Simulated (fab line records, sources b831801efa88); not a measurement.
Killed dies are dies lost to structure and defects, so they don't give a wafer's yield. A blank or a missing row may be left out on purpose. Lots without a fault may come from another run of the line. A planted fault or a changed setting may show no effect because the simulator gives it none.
fab line records | flow sky130
record lots=5 wafers=15 last_day=48
route steps=708 shown LDD_HVN@275 LDD_HVP@278 LDD_LDN@289 SPACER@304 POLY_CUT@307
lots that met no fault: from a run of the same line without faults
start_h: hours from the record's first day to the start of the lot's first wafer shown | wait_h: hours since the lot's step before | " the same as in the row above | L1.1+2: a row that stands for several wafers | - no value, or no start given | * or withheld: withheld | < > ~ a bound
route shown NAME@n: a module of which the file shows steps, and the number in the route of the first | usual: mean/standard deviation of fault-free wafers | same: alike in all rows | chamber/n: place in a boat | sites: the reading at each site | _std_site: their standard deviation | _edge_site: outer sites' mean less inner sites' | radius_mm: how far each site lies from the wafer's centre | mask NAME#n: copy n | behind: the tool/chamber that last shaped the wafer | hold: why the lot was held/for how many hours/how that ended | device: the transistor (n, p or np) that didn't switch | end of line: the same wafers' tests at the end of the route | a step without rows: its recipe alone | killed: dies lost to structure and defects at the first sort, not the wafer's yield | map: a wafer's dies, x killed, . not, _ none there
set.NAME: the setting as run; set.NAME@STEP: as run at that earlier step | model.NAME: the simulator's own value behind a step, which no gauge read
lots at some steps of the route; a table a step, a row a wafer
services: from which hour (start_h, from the record's first day; less than 0 if before it) a tool's chamber was out of use, for how many hours, and why
## steps
# step SKY_LDD_HVN_IMPLANT_08
# recipe species=P energy_kev=60 dose_cm2=3e+13 tilt_deg=40
# columns lot.wafer tool chamber start_h wait_h
L075.1+5+6 implanter-01 0 472.07 0.0
L079.2+4+6 implanter-04 0 504.62 0.0
L085.2+3+4 implanter-01 0 561.00 0.0
L086.1+4+5 implanter-01 0 574.47 0.0
L088.1+2+3 implanter-04 0 584.92 0.0
# step SKY_LDD_HVN_STRIP_09
# recipe chemistry=O2/N2 power_w=1400 pressure_mtorr=1500 platen_temp_c=withheld o2_flow_sccm=3000 n2_flow_sccm=300 overash_fraction=0.5
# usual drypump_motor_current_A=5.5/0.36 o2_flow_sccm=3001/8.7 oes_product_au=0.408/0.0044 strip_time_to_endpoint_s=4.132/0.015
# columns lot.wafer tool chamber start_h wait_h drypump_motor_current_A o2_flow_sccm oes_product_au rf_hours_counter_h strip_time_to_endpoint_s
L075.1 plasma_asher-03 1 472.22 0.1 5.0 2998 0.411 38 4.116
L075.5 " 1 " " 5.0 2999 0.415 - 4.096
L075.6 " 0 " " 6.1 2996 0.408 - 4.118
L079.2 plasma_asher-04 1 504.74 0.1 5.3 3002 0.405 7 4.135
L079.4 " 0 " " 5.4 2990 0.398 - 4.139
L079.6 " 1 " " 5.3 3012 0.408 - 4.114
L085.2 plasma_asher-01 1 561.12 0.1 5.7 3010 0.401 87 4.142
L085.3 " 0 " " 5.9 3004 0.404 - 4.126
L085.4 " 1 " " 5.7 3007 0.408 - 4.140
L086.1 plasma_asher-03 0 574.62 0.1 6.1 2994 0.401 49 4.157
L086.4 " 1 " " 5.0 3008 0.406 - 4.123
L086.5 " 0 " " 6.1 2998 0.414 - 4.134
L088.1 plasma_asher-03 0 585.07 0.1 6.2 3012 0.403 50 4.147
L088.2 " 1 " " 5.0 2982 0.409 50 4.142
L088.3 " 1 " " 5.0 2992 0.414 - 4.184
# step SKY_LDD_HVN_TW_MEAS_10
# usual LDD_HVN_TW=1446/9.8
# columns lot.wafer tool chamber start_h wait_h LDD_HVN_TW
L075.1 film_metro-02 - 472.32 0.1 1446
L075.5 " - " " 1452
L075.6 " - " " 1438
L079.2 film_metro-02 - 504.85 0.1 1440
L079.4 " - " " 1443
L079.6 " - " " 1435
L085.2 film_metro-03 - 561.23 0.1 1457
L085.3 " - " " 1455
L085.4 " - " " 1461
L086.1 film_metro-03 - 574.72 0.1 1458
L086.4 " - " " 1465
L086.5 " - " " 1454
L088.1 film_metro-02 - 585.17 0.1 1447
L088.2 " - " " 1446
L088.3 " - " " 1449
# step SKY_LDD_HVP_DEHYDRATE_00
# recipe temp_c=200 time_s=60
# usual resist_line_temp_C=22.99/0.1
# columns lot.wafer tool chamber start_h wait_h resist_line_temp_C
L075.1 litho_track-02 0 486.54 14.2 23.16
L075.5 " 0 " " 22.97
L075.6 " 0 " " 22.97
L079.2 litho_track-03 0 519.28 14.4 23.02
L079.4 " 0 " " 23.02
L079.6 " 0 " " 23.11
L085.2 litho_track-03 0 575.03 13.8 22.95
L085.3 " 0 " " 23.05
L085.4 " 0 " " 23.00
L086.1 litho_track-04 0 589.18 14.4 23.01
L086.4 " 0 " " 22.84
L086.5 " 0 " " 23.00
L088.1 litho_track-02 0 599.19 14.0 23.04
L088.2 " 0 " " 23.07
L088.3 " 0 " " 23.13
# step SKY_LDD_HVP_HMDS_01
# recipe prime_time_s=60 prime_temp_c=120
# usual resist_line_temp_C=22.99/0.1
# same prime_time_s=60
# columns lot.wafer tool chamber start_h wait_h resist_line_temp_C
L075.1 litho_track-02 0 486.69 0.1 22.75
L075.5 " 0 " " 22.87
L075.6 " 0 " " 22.84
L079.2 litho_track-03 0 519.43 0.1 23.00
L079.4 " 0 " " 22.95
L079.6 " 0 " " 23.04
L085.2 litho_track-03 0 575.18 0.1 23.20
L085.3 " 0 " " 22.91
L085.4 " 0 " " 22.95
L086.1 litho_track-04 0 589.33 0.1 22.95
L086.4 " 0 " " 22.97
L086.5 " 0 " " 22.93
L088.1 litho_track-02 0 599.34 0.1 22.98
L088.2 " 0 " " 23.02
L088.3 " 0 " " 22.94
# step SKY_LDD_HVP_COAT_02
# recipe resist=NOVOLAK spin_rpm=3000 resist_thk_nm=300
# usual resist_line_temp_C=22.99/0.11
# columns lot.wafer tool chamber start_h wait_h resist_line_temp_C
L075.1 litho_track-02 0 486.84 0.1 22.91
L075.5 " 0 " " 22.60
L075.6 " 0 " " 22.67
L079.2 litho_track-03 0 519.58 0.1 23.23
L079.4 " 0 " " 23.06
L079.6 " 0 " " 23.16
L085.2 litho_track-03 0 575.33 0.1 22.99
L085.3 " 0 " " 23.03
L085.4 " 0 " " 23.00
L086.1 litho_track-04 0 589.48 0.1 23.11
L086.4 " 0 " " 22.82
L086.5 " 0 " " 23.01
L088.1 litho_track-02 0 599.49 0.1 23.08
L088.2 " 0 " " 23.09
L088.3 " 0 " " 22.92
# step SKY_LDD_HVP_SOFTBAKE_03
# recipe temp_c=90 time_s=60 resist=NOVOLAK
# usual resist_line_temp_C=23.03/0.089
# columns lot.wafer tool chamber start_h wait_h resist_line_temp_C
L075.1 litho_track-02 0 486.99 0.1 22.96
L075.5 " 0 " " 23.09
L075.6 " 0 " " 23.01
L079.2 litho_track-03 0 519.73 0.1 22.86
L079.4 " 0 " " 22.99
L079.6 " 0 " " 23.05
L085.2 litho_track-03 0 575.48 0.1 23.18
L085.3 " 0 " " 23.11
L085.4 " 0 " " 23.09
L086.1 litho_track-04 0 589.63 0.1 22.99
L086.4 " 0 " " 23.02
L086.5 " 0 " " 22.93
L088.1 litho_track-02 0 599.64 0.1 23.02
L088.2 " 0 " " 23.04
L088.3 " 0 " " 23.05
# step SKY_LDD_HVP_EXPOSE_04
# recipe mask_id=HVPTM na=0.6 source_shape=conventional sigma_outer=0.6 polarization=unpolarized target_cd_nm=700 dose_mj=86
# same sigma_outer=0.6
# columns lot.wafer tool chamber start_h wait_h mask
L075.1+5+6 iline_stepper-01 0 - - HVPTM#0
L079.2+4+6 iline_stepper-01 0 - - HVPTM#0
L085.2+3+4 iline_stepper-02 0 - - HVPTM#0
L086.1+4+5 iline_stepper-01 0 - - HVPTM#0
L088.1+2+3 iline_stepper-02 0 - - HVPTM#0
# step SKY_LDD_HVP_PEB_05
# recipe temp_c=withheld time_s=* resist=NOVOLAK
# usual resist_line_temp_C=*
# columns lot.wafer tool chamber start_h wait_h resist_line_temp_C
L075.1 litho_track-03 0 - - *
L075.5 " 0 " " *
L075.6 " 0 " " *
L079.2 litho_track-02 0 - - *
L079.4 " 0 " " *
L079.6 " 0 " " *
L085.2 litho_track-02 0 - - *
L085.3 " 0 " " *
L085.4 " 0 " " *
L086.1 litho_track-03 0 - - *
L086.4 " 0 " " *
L086.5 " 0 " " *
L088.1 litho_track-02 0 - - *
L088.2 " 0 " " *
L088.3 " 0 " " *
# step SKY_LDD_HVP_DEVELOP_06
# recipe resist=NOVOLAK developer=TMAH develop_time_s=60 dev_temp_c=23
# usual developer_temp_C=23.01/0.11 resist_line_temp_C=23.00/0.099
# columns lot.wafer tool chamber start_h wait_h developer_temp_C resist_line_temp_C
L075.1 litho_track-03 0 502.35 0.1 22.89 22.92
L075.5 " 0 " " 22.94 22.86
L075.6 " 0 " " 23.00 22.90
L079.2 litho_track-02 0 535.21 0.1 23.15 22.99
L079.4 " 0 " " 22.96 23.19
L079.6 " 0 " " 22.97 22.88
L085.2 litho_track-02 0 590.86 0.1 23.18 22.88
L085.3 " 0 " " 23.05 23.02
L085.4 " 0 " " 23.14 23.08
L086.1 litho_track-03 0 603.85 0.1 23.17 23.06
L086.4 " 0 " " 23.21 23.18
L086.5 " 0 " " 23.18 22.99
L088.1 litho_track-02 0 613.64 0.1 23.11 23.07
L088.2 " 0 " " 22.84 23.09
L088.3 " 0 " " 22.94 23.03
# step SKY_LDD_HVP_OVL_MEAS_07
# usual LDD_HVP_OVL=-0.3/1.3
# columns lot.wafer tool chamber start_h wait_h LDD_HVP_OVL[nm]
L075.1 overlay-01 - 502.50 0.1 -1.5
L075.5 " - " " -1.7
L075.6 " - " " -1.1
L079.2 overlay-01 - 535.34 0.1 -1.7
L079.4 " - " " -1.2
L079.6 " - " " 0.2
L085.2 overlay-01 - 590.99 0.1 1.3
L085.3 " - " " 1.0
L085.4 " - " " 1.7
L086.1 overlay-02 - 604.00 0.1 0.7
L086.4 " - " " 0.6
L086.5 " - " " 0.1
L088.1 overlay-01 - 613.79 0.1 0.6
L088.2 " - " " 0.8
L088.3 " - " " 0.4
# step SKY_LDD_HVP_IMPLANT_08
# recipe species=B energy_kev=20 dose_cm2=1.7e+13 tilt_deg=17.9
# columns lot.wafer tool chamber start_h wait_h
L075.1+5+6 implanter-01 0 502.54 0.0
L079.2+4+6 implanter-04 0 535.40 0.0
L085.2+3+4 implanter-01 0 591.05 0.0
L086.1+4+5 implanter-01 0 604.04 0.0
L088.1+2+3 implanter-04 0 613.82 0.0
# step SKY_LDD_HVP_STRIP_09
# recipe chemistry=O2/N2 power_w=1400 pressure_mtorr=1500 platen_temp_c=withheld o2_flow_sccm=3000 n2_flow_sccm=300 overash_fraction=0.5
# usual drypump_motor_current_A=5.4/0.45 o2_flow_sccm=3000/8.5 oes_product_au=0.408/0.0051 strip_time_to_endpoint_s=4.132/0.016
# columns lot.wafer tool chamber start_h wait_h drypump_motor_current_A o2_flow_sccm oes_product_au rf_hours_counter_h strip_time_to_endpoint_s
L075.1 plasma_asher-03 1 502.69 0.1 5.0 3002 0.398 41 4.096
L075.5 " 0 " " 6.1 2994 0.409 - 4.103
L075.6 " 1 " " 5.0 3000 0.403 - 4.112
L079.2 plasma_asher-03 1 535.52 0.1 5.0 2995 0.406 45 4.120
L079.4 " 0 " " 6.1 3001 0.407 - 4.135
L079.6 " 0 " " 6.2 2997 0.405 - 4.127
L085.2 plasma_asher-04 1 591.17 0.1 5.3 3015 0.410 16 4.161
L085.3 " 1 " " 5.3 2999 0.404 - 4.171
L085.4 " 0 " " 5.4 2999 0.409 - 4.137
L086.1 plasma_asher-04 1 604.19 0.1 5.3 2997 0.406 18 4.121
L086.4 " 0 " " 5.4 3002 0.397 - 4.115
L086.5 " 1 " " 5.3 3001 0.406 - 4.131
L088.1 plasma_asher-03 1 613.97 0.1 5.0 3003 0.407 53 4.137
L088.2 " 0 " " 6.1 2990 0.405 53 4.138
L088.3 " 0 " " 6.1 2994 0.418 - 4.145
# step SKY_LDD_HVP_TW_MEAS_10
# usual LDD_HVP_TW=458/4.1
# columns lot.wafer tool chamber start_h wait_h LDD_HVP_TW
L075.1 film_metro-02 - 502.79 0.1 460
L075.5 " - " " 461
L075.6 " - " " 460
L079.2 film_metro-03 - 535.63 0.1 460
L079.4 " - " " 462
L079.6 " - " " 460
L085.2 film_metro-02 - 591.28 0.1 456
L085.3 " - " " 459
L085.4 " - " " 460
L086.1 film_metro-03 - 604.29 0.1 462
L086.4 " - " " 463
L086.5 " - " " 462
L088.1 film_metro-01 - 614.07 0.1 455
L088.2 " - " " 454
L088.3 " - " " 454
# step SKY_LDD_LDN_DEHYDRATE_00
# recipe temp_c=200 time_s=60
# usual resist_line_temp_C=22.99/0.1
# columns lot.wafer tool chamber start_h wait_h resist_line_temp_C
L075.1 litho_track-02 0 517.79 15.0 23.02
L075.5 " 0 " " 22.96
L075.6 " 0 " " 22.94
L079.2 litho_track-04 0 549.70 14.1 23.18
L079.4 " 0 " " 23.05
L079.6 " 0 " " 23.23
L085.2 litho_track-04 0 605.20 13.9 23.07
L085.3 " 0 " " 23.01
L085.4 " 0 " " 22.94
L086.1 litho_track-02 0 618.94 14.6 22.83
L086.4 " 0 " " 22.94
L086.5 " 0 " " 22.90
L088.1 litho_track-01 0 628.34 14.3 23.03
L088.2 " 0 " " 23.01
L088.3 " 0 " " 23.08
# step SKY_LDD_LDN_HMDS_01
# recipe prime_time_s=60 prime_temp_c=120
# usual resist_line_temp_C=22.99/0.097
# same prime_time_s=60
# columns lot.wafer tool chamber start_h wait_h resist_line_temp_C
L075.1 litho_track-02 0 517.94 0.1 23.04
L075.5 " 0 " " 23.03
L075.6 " 0 " " 23.06
L079.2 litho_track-04 0 549.85 0.1 23.05
L079.4 " 0 " " 23.09
L079.6 " 0 " " 23.07
L085.2 litho_track-04 0 605.35 0.1 23.08
L085.3 " 0 " " 23.09
L085.4 " 0 " " 23.02
L086.1 litho_track-02 0 619.09 0.1 23.01
L086.4 " 0 " " 23.03
L086.5 " 0 " " 22.91
L088.1 litho_track-01 0 628.49 0.1 23.01
L088.2 " 0 " " 23.12
L088.3 " 0 " " 23.02
# step SKY_LDD_LDN_COAT_02
# recipe resist=NOVOLAK spin_rpm=3000 resist_thk_nm=1140
# usual resist_line_temp_C=23.00/0.11
# columns lot.wafer tool chamber start_h wait_h resist_line_temp_C
L075.1 litho_track-02 0 518.09 0.1 23.09
L075.5 " 0 " " 22.96
L075.6 " 0 " " 22.91
L079.2 litho_track-04 0 550.00 0.1 23.07
L079.4 " 0 " " 23.02
L079.6 " 0 " " 23.03
L085.2 litho_track-04 0 605.50 0.1 23.13
L085.3 " 0 " " 22.81
L085.4 " 0 " " 22.92
L086.1 litho_track-02 0 619.24 0.1 22.86
L086.4 " 0 " " 22.96
L086.5 " 0 " " 23.12
L088.1 litho_track-01 0 628.64 0.1 23.04
L088.2 " 0 " " 23.32
L088.3 " 0 " " 23.21
# step SKY_LDD_LDN_SOFTBAKE_03
# recipe temp_c=90 time_s=60 resist=NOVOLAK
# usual resist_line_temp_C=23.00/0.12
# columns lot.wafer tool chamber start_h wait_h resist_line_temp_C
L075.1 litho_track-02 0 518.24 0.1 23.03
L075.5 " 0 " " 22.73
L075.6 " 0 " " 22.89
L079.2 litho_track-04 0 550.15 0.1 23.23
L079.4 " 0 " " 23.16
L079.6 " 0 " " 23.12
L085.2 litho_track-04 0 605.65 0.1 22.96
L085.3 " 0 " " 23.01
L085.4 " 0 " " 23.07
L086.1 litho_track-02 0 619.39 0.1 23.07
L086.4 " 0 " " 23.07
L086.5 " 0 " " 23.08
L088.1 litho_track-01 0 628.79 0.1 22.81
L088.2 " 0 " " 23.08
L088.3 " 0 " " 22.83
# step SKY_LDD_LDN_EXPOSE_04
# recipe mask_id=LDNTM na=0.6 source_shape=conventional sigma_outer=0.6 polarization=unpolarized target_cd_nm=700 dose_mj=140
# same sigma_outer=0.6
# columns lot.wafer tool chamber start_h wait_h mask
L075.1+5+6 iline_stepper-02 0 - - LDNTM#0
L079.2+4+6 iline_stepper-02 0 - - LDNTM#0
L085.2+3+4 iline_stepper-02 0 - - LDNTM#0
L086.1+4+5 iline_stepper-02 0 - - LDNTM#0
L088.1+2+3 iline_stepper-02 0 - - LDNTM#0
# step SKY_LDD_LDN_PEB_05
# recipe temp_c=withheld time_s=* resist=NOVOLAK
# usual resist_line_temp_C=*
# columns lot.wafer tool chamber start_h wait_h resist_line_temp_C
L075.1 litho_track-02 0 - - *
L075.5 " 0 " " *
L075.6 " 0 " " *
L079.2 litho_track-02 0 - - *
L079.4 " 0 " " *
L079.6 " 0 " " *
L085.2 litho_track-01 0 - - *
L085.3 " 0 " " *
L085.4 " 0 " " *
L086.1 litho_track-04 0 - - *
L086.4 " 0 " " *
L086.5 " 0 " " *
L088.1 litho_track-04 0 - - *
L088.2 " 0 " " *
L088.3 " 0 " " *
# step SKY_LDD_LDN_DEVELOP_06
# recipe resist=NOVOLAK developer=TMAH develop_time_s=60 dev_temp_c=23
# usual developer_temp_C=23.02/0.13 resist_line_temp_C=23.02/0.11
# columns lot.wafer tool chamber start_h wait_h developer_temp_C resist_line_temp_C
L075.1 litho_track-02 0 533.49 0.1 23.19 23.02
L075.5 " 0 " " 23.10 23.02
L075.6 " 0 " " 23.08 23.11
L079.2 litho_track-02 0 564.91 0.1 23.11 23.12
L079.4 " 0 " " 23.13 23.02
L079.6 " 0 " " 23.01 23.03
L085.2 litho_track-01 0 620.51 0.1 22.92 22.90
L085.3 " 0 " " 22.70 23.04
L085.4 " 0 " " 22.90 22.95
L086.1 litho_track-04 0 633.43 0.1 23.17 23.03
L086.4 " 0 " " 22.97 23.03
L086.5 " 0 " " 23.17 23.11
L088.1 litho_track-04 0 642.23 0.1 23.23 23.04
L088.2 " 0 " " 23.10 22.98
L088.3 " 0 " " 23.17 23.08
# step SKY_LDD_LDN_OVL_MEAS_07
# usual LDD_LDN_OVL=-0.8/1.6
# columns lot.wafer tool chamber start_h wait_h LDD_LDN_OVL[nm]
L075.1 overlay-02 - 533.64 0.1 -0.3
L075.5 " - " " 0.5
L075.6 " - " " -1.4
L079.2 overlay-01 - 565.04 0.1 -1.9
L079.4 " - " " 1.0
L079.6 " - " " 0.4
L085.2 overlay-02 - 620.67 0.1 -1.4
L085.3 " - " " -2.6
L085.4 " - " " -1.1
L086.1 overlay-01 - 633.58 0.1 -1.7
L086.4 " - " " -0.6
L086.5 " - " " -1.8
L088.1 overlay-01 - 642.38 0.1 -1.3
L088.2 " - " " -1.4
L088.3 " - " " -0.7
# step SKY_LDD_LDN_IMPLANT_08
# recipe species=As energy_kev=15 dose_cm2=1.25e+13 tilt_deg=withheld rotation_deg=23
# columns lot.wafer tool chamber start_h wait_h
L075.1+5+6 implanter-02 0 533.67 0.0
L079.2+4+6 implanter-02 0 565.10 0.0
L085.2+3+4 implanter-03 0 620.72 0.0
L086.1+4+5 implanter-01 0 633.61 0.0
L088.1+2+3 implanter-01 0 642.41 0.0
# step SKY_LDD_LDN_IMPLANT_09
# recipe species=As energy_kev=15 dose_cm2=1.25e+13 tilt_deg=withheld rotation_deg=113
# columns lot.wafer tool chamber start_h wait_h
L075.1+5+6 implanter-02 0 533.82 0.1
L079.2+4+6 implanter-02 0 565.25 0.1
L085.2+3+4 implanter-03 0 620.87 0.1
L086.1+4+5 implanter-01 0 633.76 0.1
L088.1+2+3 implanter-01 0 642.56 0.1
# step SKY_LDD_LDN_IMPLANT_10
# recipe species=As energy_kev=15 dose_cm2=1.25e+13 tilt_deg=withheld rotation_deg=203
# columns lot.wafer tool chamber start_h wait_h
L075.1+5+6 implanter-02 0 533.97 0.1
L079.2+4+6 implanter-02 0 565.40 0.1
L085.2+3+4 implanter-03 0 621.02 0.1
L086.1+4+5 implanter-01 0 633.91 0.1
L088.1+2+3 implanter-01 0 642.71 0.1
# step SKY_LDD_LDN_IMPLANT_11
# recipe species=As energy_kev=15 dose_cm2=1.25e+13 tilt_deg=withheld rotation_deg=293
# columns lot.wafer tool chamber start_h wait_h
L075.1+5+6 implanter-02 0 534.12 0.1
L079.2+4+6 implanter-02 0 565.55 0.1
L085.2+3+4 implanter-03 0 621.17 0.1
L086.1+4+5 implanter-01 0 634.06 0.1
L088.1+2+3 implanter-01 0 642.86 0.1
# step SKY_LDD_LDN_STRIP_12
# recipe chemistry=O2/N2 power_w=1400 pressure_mtorr=1500 platen_temp_c=withheld o2_flow_sccm=3000 n2_flow_sccm=300 overash_fraction=0.5
# usual drypump_motor_current_A=5.4/0.39 o2_flow_sccm=3000/7.9 oes_product_au=0.716/0.0041 strip_time_to_endpoint_s=14.19/0.039
# columns lot.wafer tool chamber start_h wait_h drypump_motor_current_A o2_flow_sccm oes_product_au rf_hours_counter_h strip_time_to_endpoint_s
L075.1 plasma_asher-01 1 534.27 0.1 5.7 2997 0.714 84 14.21
L075.5 " 1 " " 5.7 2994 0.721 - 14.15
L075.6 " 0 " " 5.9 3010 0.717 - 14.18
L079.2 plasma_asher-02 0 565.67 0.1 4.8 2994 0.710 71 14.13
L079.4 " 0 " " 4.8 2998 0.713 - 14.12
L079.6 " 0 " " 4.8 2984 0.718 - 14.13
L085.2 plasma_asher-02 0 621.30 0.1 4.8 2994 0.709 76 14.14
L085.3 " 1 " " 4.9 3000 0.717 - 14.15
L085.4 " 0 " " 4.8 3005 0.723 - 14.16
L086.1 plasma_asher-01 1 634.21 0.1 5.7 3004 0.718 94 14.10
L086.4 " 0 " " 5.9 2999 0.714 - 14.15
L086.5 " 1 " " 5.7 3017 0.719 - 14.14
L088.1 plasma_asher-02 0 643.01 0.1 4.8 3003 0.720 79 14.15
L088.2 " 1 " " 4.8 3002 0.717 79 14.24
L088.3 " 0 " " 4.8 3004 0.720 - 14.18
# step SKY_LDD_LDN_TW_MEAS_13
# usual LDD_LDN_TW=1471/10
# columns lot.wafer tool chamber start_h wait_h LDD_LDN_TW
L075.1 film_metro-04 - 534.37 0.1 1478
L075.5 " - " " 1474
L075.6 " - " " 1478
L079.2 film_metro-01 - 565.78 0.1 1464
L079.4 " - " " 1463
L079.6 " - " " 1458
L085.2 film_metro-01 - 621.41 0.1 1480
L085.3 " - " " 1474
L085.4 " - " " 1481
L086.1 film_metro-01 - 634.31 0.1 1468
L086.4 " - " " 1472
L086.5 " - " " 1472
L088.1 film_metro-04 - 643.11 0.1 1475
L088.2 " - " " 1474
L088.3 " - " " 1469
# step SKY_LDD_LDN_CLEAN_14
# recipe chemistry=SC1/SC2 mix=1:4:20 temp_c=70 time_s=150 dry=n2_spin
# columns lot.wafer tool chamber start_h wait_h
L075.1+5+6 wet_bench-03 0 534.43 0.1
L079.2+4+6 wet_bench-03 2 565.83 0.0
L085.2+3+4 wet_bench-04 1 621.46 0.0
L086.1+4+5 wet_bench-04 3 634.37 0.1
L088.1+2+3 wet_bench-02 3 643.17 0.1
# step SKY_SPACER_CVD_00
# recipe material=Si3N4 precursor=DCS/NH3 target_thk_nm=43.1 temp_c=770 time_s=740 pressure_mtorr=250
# usual pressure_mtorr=249.9/0.52 zone_power_centre_pct=12.61/0.15
# columns lot.wafer tool chamber start_h wait_h pressure_mtorr zone_power_centre_pct
L075.1 lpcvd-02 0 534.49 0.0 251.1 12.39
L075.5 " 0 " " 250.4 12.63
L075.6 " 0 " " 251.0 12.54
L079.2 lpcvd-02 1 567.42 1.5 249.8 12.66
L079.4 " 1 " " 249.6 12.86
L079.6 " 1 " " 250.1 12.75
L085.2 lpcvd-02 1 621.51 0.0 249.8 12.57
L085.3 " 1 " " 249.4 12.82
L085.4 " 1 " " 249.8 12.86
L086.1 lpcvd-02 1 634.42 0.0 250.5 12.44
L086.4 " 1 " " 250.1 12.64
L086.5 " 1 " " 249.7 12.84
L088.1 lpcvd-02 1 643.80 0.5 249.7 12.79
L088.2 " 1 " " 249.3 12.60
L088.3 " 1 " " 249.2 12.47
# step SKY_SPACER_THK_MEAS_01
# recipe reads=Si3N4_of_SPACER_CVD_00
# usual SPACER_CVD_00_THK=42.9/0.45
# columns lot.wafer tool chamber start_h wait_h SPACER_CVD_00_THK[nm]
L075.1 film_metro-03 - 535.69 0.0 42.6
L075.5 " - " " 41.9
L075.6 " - " " 42.5
L079.2 film_metro-01 - 568.63 0.0 43.1
L079.4 " - " " 43.1
L079.6 " - " " 43.2
L085.2 film_metro-04 - 623.33 0.0 43.1
L085.3 " - " " 43.0
L085.4 " - " " 42.8
L086.1 film_metro-01 - 635.63 0.0 43.1
L086.4 " - " " 43.3
L086.5 " - " " 43.4
L088.1 film_metro-01 - 645.00 0.0 42.0
L088.2 " - " " 42.1
L088.3 " - " " 42.5
# step SKY_SPACER_ETCHBACK_02
# recipe chemistry=CH3F/O2 target=Si3N4 stop_on=SiO2 source_w=400 bias_w=80 pressure_mtorr=25 ch3f_flow_sccm=40 O2_flow_sccm=30 time_s=46.7 target_depth_a=450
# usual drypump_motor_current_A=5.7/0.46 oes_product_au=0.852/0.0067 rf_fwd_power_W=395.2/1.8 throttle_valve_pct=10.564/0.0096
# columns lot.wafer tool chamber start_h wait_h drypump_motor_current_A oes_product_au rf_fwd_power_W rf_hours_counter_h throttle_valve_pct
L075.1 rie_diel-02 0 535.75 0.1 6.3 0.844 393.4 3 10.555
L075.5 " 1 " " 5.2 0.842 394.5 - 10.572
L075.6 " 2 " " 5.1 0.841 392.6 - 10.560
L079.2 rie_diel-03 0 568.68 0.0 5.3 0.849 396.8 15 10.563
L079.4 " 1 " " 6.2 0.842 396.5 1 10.569
L079.6 " 1 " " 6.2 0.852 395.3 - 10.576
L085.2 rie_diel-02 3 623.38 0.0 5.7 0.852 398.3 15 10.555
L085.3 " 1 " " 5.2 0.854 394.5 33 10.572
L085.4 " 2 " " 5.1 0.846 391.6 2 10.549
L086.1 rie_diel-03 1 635.69 0.1 6.2 0.844 394.3 3 10.564
L086.4 " 2 " " 6.3 0.865 397.7 8 10.544
L086.5 " 0 " " 5.3 0.863 395.8 - 10.576
L088.1 rie_diel-02 0 645.06 0.1 6.3 0.846 393.7 5 10.560
L088.2 " 2 " " 5.2 0.840 393.5 2 10.559
L088.3 " 1 " " 5.2 0.847 391.6 34 10.552
# step SKY_POLY_CUT_DEHYDRATE_00
# recipe temp_c=200 time_s=60
# usual resist_line_temp_C=22.99/0.1
# columns lot.wafer tool chamber start_h wait_h resist_line_temp_C
L075.1 litho_track-01 0 550.09 14.3 23.11
L075.5 " 0 " " 23.08
L075.6 " 0 " " 23.28
L079.2 litho_track-03 0 582.53 13.8 22.98
L079.4 " 0 " " 22.97
L079.6 " 0 " " 23.00
L085.2 litho_track-03 0 635.68 12.3 22.98
L085.3 " 0 " " 22.92
L085.4 " 0 " " 22.76
L086.1 litho_track-03 0 649.35 13.6 22.92
L086.4 " 0 " " 22.99
L086.5 " 0 " " 23.05
L088.1 litho_track-04 0 658.78 13.7 23.08
L088.2 " 0 " " 23.20
L088.3 " 0 " " 23.14
# step SKY_POLY_CUT_HMDS_01
# recipe prime_time_s=60 prime_temp_c=120
# usual resist_line_temp_C=23.02/0.11
# same prime_time_s=60
# columns lot.wafer tool chamber start_h wait_h resist_line_temp_C
L075.1 litho_track-01 0 550.24 0.1 23.08
L075.5 " 0 " " 22.88
L075.6 " 0 " " 23.07
L079.2 litho_track-03 0 582.68 0.1 23.14
L079.4 " 0 " " 22.99
L079.6 " 0 " " 22.97
L085.2 litho_track-03 0 635.83 0.1 23.08
L085.3 " 0 " " 23.10
L085.4 " 0 " " 22.99
L086.1 litho_track-03 0 649.50 0.1 23.15
L086.4 " 0 " " 23.15
L086.5 " 0 " " 23.03
L088.1 litho_track-04 0 658.93 0.1 23.00
L088.2 " 0 " " 23.05
L088.3 " 0 " " 23.02
# step SKY_POLY_CUT_COAT_02
# recipe resist=BARC temp_c=withheld time_s=withheld spin_rpm=3000 resist_thk_nm=60
# usual resist_line_temp_C=*
# columns lot.wafer tool chamber start_h wait_h resist_line_temp_C
L075.1 litho_track-01 0 550.39 0.1 *
L075.5 " 0 " " *
L075.6 " 0 " " *
L079.2 litho_track-03 0 582.83 0.1 *
L079.4 " 0 " " *
L079.6 " 0 " " *
L085.2 litho_track-03 0 635.98 0.1 *
L085.3 " 0 " " *
L085.4 " 0 " " *
L086.1 litho_track-03 0 649.65 0.1 *
L086.4 " 0 " " *
L086.5 " 0 " " *
L088.1 litho_track-04 0 659.08 0.1 *
L088.2 " 0 " " *
L088.3 " 0 " " *
# step SKY_POLY_CUT_COAT_03
# recipe resist=KrF-thick spin_rpm=3000 resist_thk_nm=450
# usual resist_line_temp_C=22.96/0.11
# columns lot.wafer tool chamber start_h wait_h resist_line_temp_C
L075.1 litho_track-01 0 - - 23.13
L075.5 " 0 " " 23.10
L075.6 " 0 " " 23.02
L079.2 litho_track-03 0 - - 22.79
L079.4 " 0 " " 22.87
L079.6 " 0 " " 22.89
L085.2 litho_track-03 0 - - 23.16
L085.3 " 0 " " 23.19
L085.4 " 0 " " 23.16
L086.1 litho_track-03 0 - - 22.95
L086.4 " 0 " " 22.96
L086.5 " 0 " " 23.10
L088.1 litho_track-04 0 - - 22.93
L088.2 " 0 " " 23.02
L088.3 " 0 " " 22.98
## services
# columns tool chamber start_h hours kind
implanter-03 - 460.52 3.2 repair
rie_diel-03 - 460.92 1.2 repair
plasma_asher-04 - 470.01 3.1 repair
rie_diel-02 3 471.80 6.2 repair
lpcvd-02 - 488.91 6.0 pm
implanter-01 - 489.79 8.7 repair
rie_diel-03 2 492.95 3.8 repair
iline_stepper-01 - 500.76 2.2 repair
rie_diel-03 2 514.29 9.0 repair
implanter-02 - 527.26 1.3 repair
implanter-04 - 540.24 4.3 pm
rie_diel-02 - 544.42 2.8 pm
plasma_asher-02 - 551.04 1.3 repair
implanter-03 - 558.35 1.1 repair
rie_diel-02 - 563.73 0.2 repair
implanter-02 - 576.69 3.3 repair
implanter-03 - 587.97 1.3 repair
plasma_asher-01 - 590.03 6.1 repair
iline_stepper-01 - 601.68 5.7 repair
rie_diel-02 2 601.78 4.5 repair
iline_stepper-01 - 607.38 1.7 pm
plasma_asher-03 - 615.88 0.7 repair
iline_stepper-02 - 637.59 1.7 pm
implanter-03 - 650.81 2.6 repair
## key
fault none
